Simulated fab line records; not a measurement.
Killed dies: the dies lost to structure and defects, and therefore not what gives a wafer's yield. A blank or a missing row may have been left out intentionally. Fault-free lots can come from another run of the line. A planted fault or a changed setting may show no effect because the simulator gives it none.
Chamber matching / flow sky130 / cmp-02 running SKY_VIA1_CMP_02: 4 sister chambers
The step polishes SiO2. 8 wafers are shown with their chamber, then 8 later ones without.

## WAFERS PAIRED WITH THEIR CHAMBERS
wafer=L950.5; chamber=2; motorCurrentA (A)=13.7; retainingRingPressureFrac=1.001
wafer=L955.4; chamber=1; motorCurrentA (A)=12.8; retainingRingPressureFrac=0.997
wafer=L955.5; chamber=3; motorCurrentA (A)=10.1; retainingRingPressureFrac=1.002
wafer=L956.2; chamber=1; motorCurrentA (A)=12.6; retainingRingPressureFrac=1.005
wafer=L958.2; chamber=0; motorCurrentA (A)=11.6; retainingRingPressureFrac=1.004
wafer=L958.4; chamber=2; motorCurrentA (A)=14.8; retainingRingPressureFrac=0.996
wafer=L958.5; chamber=0; motorCurrentA (A)=11.1; retainingRingPressureFrac=1.001
wafer=L959.1; chamber=3; motorCurrentA (A)=10.0; retainingRingPressureFrac=0.994

## WAFERS WITHOUT THEIR CHAMBER
wafer=L959.4; motorCurrentA (A)=11.1; retainingRingPressureFrac=1.004
wafer=L959.5; motorCurrentA (A)=12.8; retainingRingPressureFrac=1.000
wafer=L962.2; motorCurrentA (A)=12.9; retainingRingPressureFrac=1.005
wafer=L962.3; motorCurrentA (A)=11.7; retainingRingPressureFrac=1.002
wafer=L962.4; motorCurrentA (A)=11.0; retainingRingPressureFrac=1.003
wafer=L964.1; motorCurrentA (A)=14.3; retainingRingPressureFrac=1.001
wafer=L964.5; motorCurrentA (A)=10.9; retainingRingPressureFrac=0.997
wafer=L964.6; motorCurrentA (A)=10.2; retainingRingPressureFrac=1.000

## WHICH CHAMBER EACH ONE RAN IN
wafer=L959.4; from the rows above=0; in truth=0
wafer=L959.5; from the rows above=1; in truth=1
wafer=L962.2; from the rows above=1; in truth=1
wafer=L962.3; from the rows above=can't be placed: 0 or 1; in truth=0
wafer=L962.4; from the rows above=can't be placed: 0 or 3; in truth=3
wafer=L964.1; from the rows above=2; in truth=2
wafer=L964.5; from the rows above=can't be placed: 0 or 3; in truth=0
wafer=L964.6; from the rows above=3; in truth=3
Correct placement for 5 of the 8. From these rows, 3 cannot be placed; in 3 the true chamber is one of the candidates. Wrongly placed: 0.
How it was worked out, from the rows above alone: a wafer's distance from a chamber is the root of the sum, over the readings, of the square of ((its reading less the chamber's mean) divided by the reading's scatter). The wafer belongs to the nearest chamber; if the next one is less than 2 further off, it can't be placed. The mean given for a chamber averages the wafers shown for that chamber. How the scatter is found: for the shown wafers, subtract from each reading the mean of its chamber, square and add these, divide the total by (wafers less chambers), then take the root.
